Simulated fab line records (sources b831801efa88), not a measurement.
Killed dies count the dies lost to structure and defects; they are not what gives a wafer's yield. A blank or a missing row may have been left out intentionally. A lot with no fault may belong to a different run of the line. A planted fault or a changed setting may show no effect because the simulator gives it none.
fab line records | flow sky130
record lots=12 wafers=36 lastDay=50
route steps=708 shown RES_XHIGH@340 LI_CONTACT@375 PAD_OPEN@708
lots untouched by any fault: they come from a run of this same line in which no faults occurred
startH: hours from the record's opening day to when the first of the lot's shown wafers began | waitH: hours since the lot's step before | " same as the row above | L1.1+2: a single row standing in for several wafers | - no value, or no start was given | * or withheld: withheld | < > ~ a bound
route shown NAME@n: NAME is a module with steps in the file, n the number in the route of the first one | usual: the fault-free wafers' mean and standard deviation | same: alike in all rows | chamber/n: place in a boat | sites: each site's reading | _std_site: standard deviation across them | _edge_site: mean of outer sites minus mean of inner sites | radiusMm: how far each site lies from the wafer's centre | mask NAME#n: copy n | behind: the tool/chamber that last shaped the wafer | hold: why the lot was held/for how many hours/how that ended | device: names the non-switching transistor (n, p or np) | end of line: the tests these same wafers got at the end of their route | where a step has no rows: the recipe by itself | killed: dies that structure and defects cost at the first sort, which is not the same as the wafer's yield | map: the dies of a wafer, with x for killed, . for not killed, _ for no die there
set.NAME: the run value of the setting; set.NAME@STEP: its run value at that earlier step | model.NAME: the simulator's own value behind a step, which no gauge read
a sample of lots followed through the steps of the route, with each step as a table and each wafer as a row
services: when a tool's chamber went out of use (startH, in hours from the record's first day, below 0 if earlier), for how many hours, and the reason
## steps
# step SKY_RES_XHIGH_STRIP_08
# recipe chemistry=O2/N2 powerW=1400 pressureMtorr=1500 platenTempC=withheld o2FlowSccm=3000 n2FlowSccm=300 overashFraction=0.5
# usual drypumpMotorCurrentA=5.7/0.37 oesProductAu=0.711/0.0043 stripTimeToEndpointS=14.29/0.04
# columns lot.wafer tool chamber startH waitH drypumpMotorCurrentA oesProductAu rfHoursCounterH stripTimeToEndpointS
L268.1 plasmaAsher-02 1 614.89 0.1 5.9 0.717 18 14.23
L268.2 " 0 " " 5.8 0.708 18 14.25
L268.5 " 0 " " 5.8 0.709 - 14.25
L270.1 plasmaAsher-03 1 630.59 0.1 6.1 0.715 82 14.32
L270.5 " 0 " " 4.8 0.717 - 14.30
L270.6 " 1 " " 6.1 0.702 - 14.30
L271.1 plasmaAsher-03 1 635.19 0.1 6.1 0.713 82 14.26
L271.2 " 0 " " 4.8 0.712 82 14.28
L271.5 " 1 " " 6.1 0.708 - 14.24
L273.1 plasmaAsher-02 1 686.41 0.1 5.9 0.715 24 14.27
L273.2 " 0 " " 5.8 0.715 24 14.29
L273.6 " 0 " " 5.8 0.711 - 14.28
L276.1 plasmaAsher-02 1 697.89 0.1 5.9 0.707 25 14.31
L276.3 " 1 " " 5.9 0.718 - 14.26
L276.6 " 0 " " 5.8 0.711 - 14.31
L275.1 plasmaAsher-01 1 704.41 0.1 6.0 0.707 102 14.31
L275.2 " 0 " " 5.3 0.714 102 14.26
L275.4 " 1 " " 6.0 0.709 - 14.33
L282.1 plasmaAsher-02 1 737.39 0.1 5.9 0.719 29 14.24
L282.2 " 0 " " 5.8 0.711 29 14.25
L282.5 " 1 " " 5.9 0.711 - 14.24
L286.2 plasmaAsher-01 1 766.34 0.1 5.9 0.708 3 14.28
L286.3 " 1 " " 6.0 0.717 - 14.27
L286.4 " 0 " " 5.3 0.709 - 14.25
L288.1 plasmaAsher-01 0 776.79 0.1 5.3 0.716 3 14.28
L288.2 " 1 " " 5.9 0.715 3 14.25
L288.3 " 1 " " 5.9 0.707 - 14.26
L289.1 plasmaAsher-01 1 784.36 0.1 5.9 0.720 4 14.24
L289.4 " 0 " " 5.3 0.706 - 14.30
L289.5 " 1 " " 5.9 0.719 - 14.26
L290.2 plasmaAsher-02 1 792.61 0.1 5.9 0.715 35 14.25
L290.4 " 1 " " 5.9 0.711 - 14.26
L290.5 " 1 " " 5.9 0.706 - 14.22
L291.3 plasmaAsher-02 0 796.68 0.1 5.8 0.713 - 14.34
L291.4 " 1 " " 5.9 0.710 - 14.30
L291.6 " 0 " " 5.8 0.709 - 14.34
# step SKY_LI_CONTACT_OVL_MEAS_13
# usual LI_CONTACT_OVL=-2/4.4
# columns lot.wafer tool chamber startH waitH LI_CONTACT_OVL[nm]
L268.1 overlay-02 - 673.83 0.1 5
L268.2 " - " " 1
L268.5 " - " " 4
L270.1 overlay-02 - 689.53 0.1 -4
L270.5 " - " " -7
L270.6 " - " " -1
L271.1 overlay-01 - 693.39 0.1 3
L271.2 " - " " 4
L271.5 " - " " 3
L273.1 overlay-02 - 743.39 0.1 -11
L273.2 " - " " -6
L273.6 " - " " -4
L276.1 overlay-01 - 753.68 0.1 1
L276.3 " - " " -1
L276.6 " - " " -5
L275.1 overlay-02 - 761.64 0.1 -2
L275.2 " - " " -7
L275.4 " - " " -3
L282.1 overlay-02 - 792.84 0.1 -12
L282.2 " - " " -5
L282.5 " - " " -3
L286.2 overlay-02 - 821.69 0.1 -6
L286.3 " - " " -4
L286.4 " - " " 1
L288.1 overlay-01 - 831.66 0.1 -2
L288.2 " - " " -2
L288.3 " - " " 2
L289.1 overlay-01 - 839.23 0.1 -5
L289.4 " - " " -5
L289.5 " - " " 0
L290.2 overlay-01 - 846.94 0.1 0
L290.4 " - " " -5
L290.5 " - " " 0
L291.3 overlay-02 - 851.27 0.1 -6
L291.4 " - " " -4
L291.6 " - " " -3
# step SKY_LI_CONTACT_STRIP_16
# recipe chemistry=O2/N2 powerW=1400 pressureMtorr=1500 platenTempC=withheld o2FlowSccm=3000 n2FlowSccm=300 overashFraction=0.5
# usual drypumpMotorCurrentA=5.7/0.44 oesProductAu=0.375/0.0042 stripTimeToEndpointS=3.490/0.022
# columns lot.wafer tool chamber startH waitH drypumpMotorCurrentA oesProductAu rfHoursCounterH stripTimeToEndpointS
L268.1 plasmaAsher-02 1 673.99 - 5.9 0.373 23 3.487
L268.2 " 0 " " 5.8 0.377 23 3.503
L268.5 " 0 " " 5.8 0.370 - 3.478
L270.1 plasmaAsher-04 0 689.69 - 6.3 0.377 55 3.481
L270.5 " 1 " " 5.0 0.377 - 3.483
L270.6 " 0 " " 6.3 0.369 - 3.470
L271.1 plasmaAsher-04 1 693.56 - 5.0 0.376 56 3.494
L271.2 " 0 " " 6.2 0.369 56 3.510
L271.5 " 0 " " 6.2 0.372 - 3.484
L273.1 plasmaAsher-02 1 743.56 - 5.9 0.369 30 3.494
L273.2 " 0 " " 5.8 0.374 30 3.499
L273.6 " 1 " " 5.9 0.376 - 3.483
L276.1 plasmaAsher-04 1 753.85 - 5.0 0.375 62 3.500
L276.3 " 1 " " 5.0 0.376 - 3.452
L276.6 " 0 " " 6.2 0.373 - 3.475
L275.1 plasmaAsher-02 0 761.81 - 5.8 0.374 32 3.503
L275.2 " 1 " " 5.9 0.373 32 3.476
L275.4 " 1 " " 5.9 0.372 - 3.522
L282.1 plasmaAsher-01 0 793.01 - 5.3 0.374 5 3.533
L282.2 " 1 " " 6.0 0.375 5 3.485
L282.5 " 1 " " 6.0 0.375 - 3.514
L286.2 plasmaAsher-01 0 821.85 - 5.3 0.379 8 3.482
L286.3 " 0 " " 5.3 0.385 - 3.475
L286.4 " 1 " " 5.9 0.379 - 3.519
L288.1 plasmaAsher-02 0 831.83 - 5.8 0.383 39 3.491
L288.2 " 1 " " 5.9 0.377 39 3.465
L288.3 " 0 " " 5.8 0.377 - 3.480
L289.1 plasmaAsher-04 0 839.40 - 6.2 0.375 71 3.512
L289.4 " 0 " " 6.2 0.378 - 3.556
L289.5 " 1 " " 5.0 0.383 - 3.509
L290.2 plasmaAsher-01 1 847.10 - 5.9 0.389 11 3.503
L290.4 " 0 " " 5.3 0.379 - 3.513
L290.5 " 1 " " 5.9 0.377 - 3.504
L291.3 plasmaAsher-04 0 851.46 - 6.2 0.370 - 3.477
L291.4 " 1 " " 5.0 0.370 - 3.468
L291.6 " 1 " " 5.0 0.371 - 3.462
# step SKY_LI_CONTACT_SPUTTER_19
# recipe material=Ti targetThkNm=20 chamberPressurePa=5 powerW=2500 substrateTempC=200 timeS=106.37
# usual chamberPressurePa=5.001/0.0091 throttleValvePct=30.2/0.82
# columns lot.wafer tool chamber startH waitH chamberPressurePa throttleValvePct
L268.1 pvdSputter-02 - 674.29 0.0 5.006 31.2
L268.2 " - " " 5.003 29.4
L268.5 " - " " 4.999 30.2
L270.1 pvdSputter-01 - 689.99 0.0 4.998 30.7
L270.5 " - " " 4.992 30.7
L270.6 " - " " 5.005 31.6
L271.1 pvdSputter-01 - 693.85 0.0 5.014 31.6
L271.2 " - " " 4.994 30.7
L271.5 " - " " 4.994 29.0
L273.1 pvdSputter-02 - 743.87 0.0 5.011 31.2
L273.2 " - " " 4.994 29.7
L273.6 " - " " 5.004 29.1
L276.1 pvdSputter-01 - 754.14 0.0 5.005 30.6
L276.3 " - " " 4.995 31.8
L276.6 " - " " 4.982 30.8
L275.1 pvdSputter-02 - 762.12 0.0 5.011 31.3
L275.2 " - " " 5.016 29.4
L275.4 " - " " 5.005 29.6
L282.1 pvdSputter-01 - 793.32 0.0 5.156 28.6
L282.2 " - " " 5.144 30.3
L282.5 " - " " 5.155 28.4
L286.2 pvdSputter-01 - 822.14 0.0 5.161 31.1
L286.3 " - " " 5.145 30.1
L286.4 " - " " 5.147 29.9
L288.1 pvdSputter-02 - 832.12 0.0 4.987 29.0
L288.2 " - " " 5.017 29.7
L288.3 " - " " 5.011 31.3
L289.1 pvdSputter-03 - 839.69 0.0 4.995 29.5
L289.4 " - " " 5.003 31.1
L289.5 " - " " 5.001 29.5
L290.2 pvdSputter-02 - 847.39 0.0 4.983 30.0
L290.4 " - " " 5.006 29.6
L290.5 " - " " 5.005 30.0
L291.3 pvdSputter-03 - 851.72 0.0 4.993 29.9
L291.4 " - " " 4.998 30.8
L291.6 " - " " 4.988 30.7
# step SKY_PAD_OPEN_PROBE_99
# usual killed_at_M0_to_M3=44/6 killed_at_M4_up=3.3/2.1 killedAtContacts=25/5.5 killedAtFrontEnd=15/4.3 killedAtOther=0.2/0.41 killedDies=88/9.1 killedOnRim=17/4 killedOpen=48/6.6 killedShort=39/6.7
# same grossDies=492 killedAtBackSide=0
# columns lot.wafer tool chamber startH waitH killed_at_M0_to_M3 killed_at_M4_up killedAtContacts killedAtFrontEnd killedAtOther killedDies killedOnRim killedOpen killedShort
L268.1 prober-02 - 1069.91 0.1 37 4 27 11 0 79 12 51 28
L268.2 prober-02 - 1069.96 0.1 36 7 27 8 1 79 14 39 39
L268.5 prober-02 - 1070.11 0.2 38 2 18 15 0 73 11 44 29
L270.1 prober-02 - 1081.44 0.1 48 6 21 10 1 86 17 56 30
L270.5 prober-02 - 1081.64 0.2 36 1 28 16 0 81 14 52 29
L270.6 prober-02 - 1081.69 0.2 40 4 22 19 0 85 20 50 35
L271.1 prober-01 - 1087.58 0.1 49 4 28 16 0 97 26 54 43
L271.2 prober-01 - 1087.63 0.1 42 4 29 18 0 93 23 47 46
L271.5 prober-01 - 1087.78 0.2 53 3 25 9 0 90 16 51 39
L273.1 prober-02 - 1130.10 0.1 46 2 14 25 0 87 19 55 32
L273.2 prober-02 - 1130.15 0.1 49 8 25 24 0 106 14 57 49
L273.6 prober-02 - 1130.35 0.2 44 4 21 19 0 88 19 43 44
L276.1 prober-01 - 1134.04 0.1 41 1 31 21 0 94 13 60 34
L276.3 prober-01 - 1134.14 0.2 44 6 35 13 0 98 23 63 35
L276.6 prober-01 - 1134.29 0.2 47 7 29 15 2 100 25 46 52
L275.1 prober-01 - 1135.88 0.1 49 5 23 14 0 91 19 44 47
L275.2 prober-01 - 1135.93 0.1 53 5 22 18 0 98 18 55 43
L275.4 prober-01 - 1136.03 0.2 55 2 26 14 0 97 17 45 51
L282.1 prober-02 - 1157.07 0.1 46 4 19 7 0 76 20 46 29
L282.2 prober-02 - 1157.12 0.1 36 2 19 17 0 74 16 42 31
L282.5 prober-02 - 1157.27 0.2 46 1 33 15 0 95 18 62 31
L286.2 prober-02 - 1185.21 0.1 46 2 25 19 1 93 12 51 42
L286.3 prober-02 - 1185.26 0.2 45 5 28 15 0 93 15 48 45
L286.4 prober-02 - 1185.31 0.2 37 0 27 21 0 85 18 58 27
L288.1 prober-02 - 1187.81 0.1 44 2 27 14 0 87 19 46 41
L288.2 prober-02 - 1187.86 0.1 33 2 16 14 1 66 20 35 31
L288.3 prober-02 - 1187.91 0.2 40 5 18 24 0 87 15 45 42
L289.1 prober-01 - 1191.33 0.1 43 2 38 11 0 94 19 46 48
L289.4 prober-01 - 1191.48 0.2 45 3 37 8 0 93 19 47 46
L289.5 prober-01 - 1191.53 0.2 43 5 25 11 0 84 13 46 38
L290.2 prober-02 - 1194.26 0.1 47 6 24 17 1 95 22 48 47
L290.4 prober-02 - 1194.36 0.2 39 7 29 13 1 89 19 48 41
L290.5 prober-02 - 1194.41 0.2 44 5 21 21 0 91 20 45 46
L291.3 prober-01 - 1196.01 0.2 55 1 24 19 0 99 20 51 48
L291.4 prober-01 - 1196.06 0.2 36 1 32 10 0 79 17 50 29
L291.6 prober-01 - 1196.16 0.2 46 2 28 26 1 103 21 57 46
# killed by level:class
L268.1 VIA1:geometricParticle:open=14 CONTACT:geometricParticle:open=11 VIA3:geometricParticle:open=7 LI_CONTACT:geometricParticle:open=5 CONTACT:geometricParticle:short=4 METAL3:geometricParticle:short=4 FIELD_ISO:geometricParticle:open=3 POLY_GATE:geometricParticle:open=3
L268.2 CONTACT:geometricParticle:open=10 VIA3:geometricParticle:open=8 VIA1:geometricParticle:open=6 CONTACT:geometricParticle:short=6 LI_CONTACT:geometricParticle:open=5 VIA1:geometricParticle:short=5 METAL4:geometricParticle:short=5 METAL1:geometricParticle:short=4
L268.5 VIA3:geometricParticle:open=10 METAL2:geometricParticle:short=6 LI_CONTACT:geometricParticle:open=5 VIA1:geometricParticle:open=5 VIA2:geometricParticle:open=5 CONTACT:geometricParticle:open=4 FIELD_ISO:geometricParticle:open=3 LI_CONTACT:geometricParticle:short=3
L270.1 VIA1:geometricParticle:open=11 CONTACT:geometricParticle:open=9 VIA3:geometricParticle:open=8 LI_CONTACT:geometricParticle:open=6 METAL2:geometricParticle:short=6 POLY_GATE:geometricParticle:open=5 VIA2:geometricParticle:open=5 METAL1:geometricParticle:open=4
L270.5 CONTACT:geometricParticle:open=16 VIA1:geometricParticle:open=10 FIELD_ISO:geometricParticle:open=6 METAL1:geometricParticle:short=6 LI_CONTACT:geometricParticle:open=4 METAL2:geometricParticle:short=4 VIA3:geometricParticle:open=4 FIELD_ISO:geometricParticle:short=3
L270.6 VIA1:geometricParticle:open=12 CONTACT:geometricParticle:open=9 VIA3:geometricParticle:open=6 METAL1:geometricParticle:open=6 POLY_GATE:geometricParticle:open=5 VIA3:geometricParticle:short=5 FIELD_ISO:geometricParticle:short=4 LI_CONTACT:geometricParticle:open=4
L271.1 VIA1:geometricParticle:open=10 LI_CONTACT:geometricParticle:open=9 VIA2:geometricParticle:open=9 CONTACT:geometricParticle:open=8 VIA1:geometricParticle:short=6 VIA2:geometricParticle:short=5 CONTACT:geometricParticle:short=5 VIA3:geometricParticle:open=5
L271.2 CONTACT:geometricParticle:open=10 LOCAL_INTERCONNECT:geometricParticle:short=9 VIA1:geometricParticle:open=9 POLY_GATE:geometricParticle:open=7 VIA3:geometricParticle:open=7 METAL2:geometricParticle:short=7 FIELD_ISO:geometricParticle:short=6 VIA2:geometricParticle:open=5
L271.5 VIA1:geometricParticle:open=10 CONTACT:geometricParticle:open=9 CONTACT:geometricParticle:short=8 VIA1:geometricParticle:short=7 VIA2:geometricParticle:open=7 VIA3:geometricParticle:open=7 LI_CONTACT:geometricParticle:open=6 METAL2:geometricParticle:short=5
L273.1 VIA1:geometricParticle:open=18 FIELD_ISO:geometricParticle:open=10 POLY_GATE:geometricParticle:open=8 CONTACT:geometricParticle:open=6 METAL2:geometricParticle:short=6 FIELD_ISO:geometricParticle:short=5 VIA2:geometricParticle:short=4 VIA2:geometricParticle:open=4
L273.2 LI_CONTACT:geometricParticle:open=11 CONTACT:geometricParticle:open=10 VIA1:geometricParticle:short=9 METAL2:geometricParticle:short=8 FIELD_ISO:geometricParticle:short=7 POLY_GATE:geometricParticle:open=7 VIA1:geometricParticle:open=7 FIELD_ISO:geometricParticle:open=6
L273.6 VIA1:geometricParticle:open=8 VIA2:geometricParticle:open=8 CONTACT:geometricParticle:short=6 POLY_GATE:geometricParticle:short=6 VIA3:geometricParticle:open=6 METAL2:geometricParticle:short=6 FIELD_ISO:geometricParticle:short=5 CONTACT:geometricParticle:open=5
L276.1 LI_CONTACT:geometricParticle:open=13 VIA1:geometricParticle:open=11 CONTACT:geometricParticle:open=10 VIA3:geometricParticle:open=8 FIELD_ISO:geometricParticle:short=6 VIA2:geometricParticle:open=5 METAL2:geometricParticle:short=4 POLY_GATE:geometricParticle:open=4
L276.3 VIA1:geometricParticle:open=21 CONTACT:geometricParticle:open=12 LI_CONTACT:geometricParticle:open=10 CONTACT:geometricParticle:short=5 VIA2:geometricParticle:open=5 POLY_GATE:geometricParticle:short=4 LI_CONTACT:geometricParticle:short=4 METAL1:geometricParticle:short=4
L276.6 VIA1:geometricParticle:open=10 CONTACT:geometricParticle:open=9 CONTACT:geometricParticle:short=8 METAL2:geometricParticle:short=8 VIA2:geometricParticle:open=7 VIA1:geometricParticle:short=7 METAL4:geometricParticle:short=6 FIELD_ISO:geometricParticle:open=4
L275.1 CONTACT:geometricParticle:short=11 VIA1:geometricParticle:open=9 METAL1:geometricParticle:short=7 METAL2:geometricParticle:short=7 CONTACT:geometricParticle:open=6 VIA3:geometricParticle:open=5 VIA2:geometricParticle:open=5 LI_CONTACT:geometricParticle:open=5
L275.2 VIA1:geometricParticle:open=11 VIA3:geometricParticle:open=8 CONTACT:geometricParticle:open=7 VIA2:geometricParticle:open=7 METAL1:geometricParticle:short=6 VIA2:geometricParticle:short=6 LI_CONTACT:geometricParticle:open=5 FIELD_ISO:geometricParticle:open=4
L275.4 CONTACT:geometricParticle:open=11 METAL2:geometricParticle:short=10 VIA1:geometricParticle:open=9 METAL1:geometricParticle:short=8 POLY_GATE:geometricParticle:short=6 CONTACT:geometricParticle:short=6 VIA1:geometricParticle:short=6 VIA2:geometricParticle:open=6
L282.1 VIA3:geometricParticle:open=10 VIA1:geometricParticle:open=10 CONTACT:geometricParticle:open=8 METAL1:geometricParticle:short=7 LI_CONTACT:geometricParticle:open=4 CONTACT:geometricParticle:short=4 VIA2:geometricParticle:open=4 POLY_GATE:geometricParticle:open=3
L282.2 VIA2:geometricParticle:open=8 CONTACT:geometricParticle:open=7 LI_CONTACT:geometricParticle:open=7 METAL2:geometricParticle:short=7 FIELD_ISO:geometricParticle:open=5 VIA1:geometricParticle:open=5 FIELD_ISO:geometricParticle:short=3 POLY_GATE:geometricParticle:open=3
L282.5 CONTACT:geometricParticle:open=20 VIA1:geometricParticle:open=14 LI_CONTACT:geometricParticle:open=6 VIA3:geometricParticle:open=6 VIA2:geometricParticle:short=5 VIA1:geometricParticle:short=5 POLY_GATE:geometricParticle:open=4 FIELD_ISO:geometricParticle:short=3
L286.2 VIA1:geometricParticle:open=18 LI_CONTACT:geometricParticle:open=8 VIA3:geometricParticle:open=7 CONTACT:geometricParticle:open=5 CONTACT:geometricParticle:short=5 VIA1:geometricParticle:short=5 FIELD_ISO:geometricParticle:open=4 LI_CONTACT:geometricParticle:short=4
L286.3 CONTACT:geometricParticle:short=11 CONTACT:geometricParticle:open=10 VIA1:geometricParticle:open=8 VIA3:geometricParticle:open=8 LI_CONTACT:geometricParticle:open=6 VIA2:geometricParticle:open=6 VIA1:geometricParticle:short=5 METAL2:geometricParticle:short=5
L286.4 CONTACT:geometricParticle:open=14 VIA3:geometricParticle:open=8 POLY_GATE:geometricParticle:open=7 LI_CONTACT:geometricParticle:open=7 VIA1:geometricParticle:open=7 VIA2:geometricParticle:open=7 CONTACT:geometricParticle:short=5 FIELD_ISO:geometricParticle:short=4
L288.1 VIA1:geometricParticle:open=9 LI_CONTACT:geometricParticle:open=8 CONTACT:geometricParticle:open=7 LI_CONTACT:geometricParticle:short=7 VIA2:geometricParticle:open=6 METAL1:geometricParticle:short=6 POLY_GATE:geometricParticle:open=4 METAL1:geometricParticle:open=4
L288.2 VIA2:geometricParticle:open=8 FIELD_ISO:geometricParticle:short=5 LI_CONTACT:geometricParticle:open=5 CONTACT:geometricParticle:open=5 VIA1:geometricParticle:open=5 METAL2:geometricParticle:short=5 VIA1:geometricParticle:short=4 POLY_CUT:geometricParticle:open=3
L288.3 VIA2:geometricParticle:open=9 LI_CONTACT:geometricParticle:open=8 FIELD_ISO:geometricParticle:open=7 FIELD_ISO:geometricParticle:short=6 METAL2:geometricParticle:short=6 VIA1:geometricParticle:short=5 METAL4:geometricParticle:short=5 POLY_GATE:geometricParticle:open=4
L289.1 CONTACT:geometricParticle:open=13 VIA1:geometricParticle:open=12 CONTACT:geometricParticle:short=8 VIA1:geometricParticle:short=7 LOCAL_INTERCONNECT:geometricParticle:short=6 LI_CONTACT:geometricParticle:open=5 LI_CONTACT:geometricParticle:short=5 VIA2:geometricParticle:open=5
L289.4 CONTACT:geometricParticle:open=16 VIA1:geometricParticle:open=10 CONTACT:geometricParticle:short=7 METAL2:geometricParticle:short=7 VIA2:geometricParticle:open=6 LOCAL_INTERCONNECT:geometricParticle:short=6 METAL1:geometricParticle:short=6 VIA3:geometricParticle:open=4
L289.5 CONTACT:geometricParticle:open=10 VIA1:geometricParticle:open=9 VIA2:geometricParticle:open=8 LI_CONTACT:geometricParticle:open=5 LOCAL_INTERCONNECT:geometricParticle:short=5 METAL1:geometricParticle:short=5 VIA3:geometricParticle:short=5 POLY_GATE:geometricParticle:short=4
L290.2 METAL1:geometricParticle:short=10 VIA1:geometricParticle:open=10 LI_CONTACT:geometricParticle:open=7 CONTACT:geometricParticle:open=7 VIA3:geometricParticle:open=7 POLY_GATE:geometricParticle:short=5 CONTACT:geometricParticle:short=5 VIA2:geometricParticle:short=5
L290.4 CONTACT:geometricParticle:open=9 VIA3:geometricParticle:open=8 LI_CONTACT:geometricParticle:open=7 LOCAL_INTERCONNECT:geometricParticle:short=7 FIELD_ISO:geometricParticle:open=6 VIA1:geometricParticle:open=5 VIA2:geometricParticle:short=5 CONTACT:geometricParticle:short=4
L290.5 VIA1:geometricParticle:open=16 CONTACT:geometricParticle:open=8 FIELD_ISO:geometricParticle:open=7 VIA1:geometricParticle:short=6 POLY_GATE:geometricParticle:short=5 METAL2:geometricParticle:short=5 FIELD_ISO:geometricParticle:short=4 METAL1:geometricParticle:short=4
L291.3 VIA1:geometricParticle:open=13 VIA1:geometricParticle:short=9 LI_CONTACT:geometricParticle:open=7 CONTACT:geometricParticle:open=7 VIA2:geometricParticle:open=6 METAL2:geometricParticle:short=5 POLY_GATE:geometricParticle:short=5 VIA3:geometricParticle:open=5
L291.4 VIA1:geometricParticle:open=12 LI_CONTACT:geometricParticle:open=11 CONTACT:geometricParticle:open=11 LOCAL_INTERCONNECT:geometricParticle:short=5 METAL2:geometricParticle:short=5 POLY_GATE:geometricParticle:open=4 VIA2:geometricParticle:open=4 VIA3:geometricParticle:open=4
L291.6 CONTACT:geometricParticle:open=11 VIA1:geometricParticle:open=9 FIELD_ISO:geometricParticle:short=7 VIA1:geometricParticle:short=7 POLY_GATE:geometricParticle:open=6 LI_CONTACT:geometricParticle:open=6 METAL2:geometricParticle:short=6 FIELD_ISO:geometricParticle:open=5
## services
# columns tool chamber startH hours kind
pvdSputter-03 - 594.41 0.9 repair
pvdSputter-02 - 597.33 3.7 repair
plasmaAsher-03 - 624.63 2.8 pm
plasmaAsher-02 - 625.56 10.3 pm
plasmaAsher-04 - 667.72 1.7 repair
pvdSputter-02 - 674.61 6.4 repair
pvdSputter-03 - 731.38 3.1 repair
plasmaAsher-01 - 733.75 9.0 pm
plasmaAsher-01 0 733.75 9.0 ventCycle
plasmaAsher-01 1 733.75 9.0 ventCycle
plasmaAsher-03 - 740.91 4.3 pm
plasmaAsher-01 0 742.75 - clean
plasmaAsher-01 1 742.75 - clean
plasmaAsher-02 - 751.96 3.3 repair
plasmaAsher-03 - 790.82 15.6 pm
pvdSputter-03 - 814.03 9.2 repair
pvdSputter-02 - 832.51 12.7 repair
plasmaAsher-04 - 839.63 1.2 repair
pvdSputter-03 - 842.93 0.7 repair
pvdSputter-01 - 845.03 0.9 repair
## key
firstSign step=SKY_LI_CONTACT_SPUTTER_19 reading=chamberPressurePa direction=up sigmas=17 usual=5.001 struck=5.152
effect none on later readings
metAt SKY_LI_CONTACT_SPUTTER_19
struckLots L282,L286
testerLeftOut L282,L286
notActingAt SKY_RES_XHIGH_STRIP_08,SKY_LI_CONTACT_OVL_MEAS_13,SKY_LI_CONTACT_STRIP_16
onsetBetween 754.14 793.32
fault kind=processParameterDrift tool=pvdSputter-01 chamber=- onsetH=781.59 steps=SKY_LI_CONTACT_SPUTTER_19 channel=chamberPressurePa offset=0.15457 shape=step endH=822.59 actsIn=theseRecipesOnly stated=5
# testerLeftOut: of these lots the tester's yield and bins aren't shown, on N5 and GAA mostly nor the transistor test; their killed dies are dies lost to structure and defects alone, not to doping, threshold or leakage, so they don't give the yield
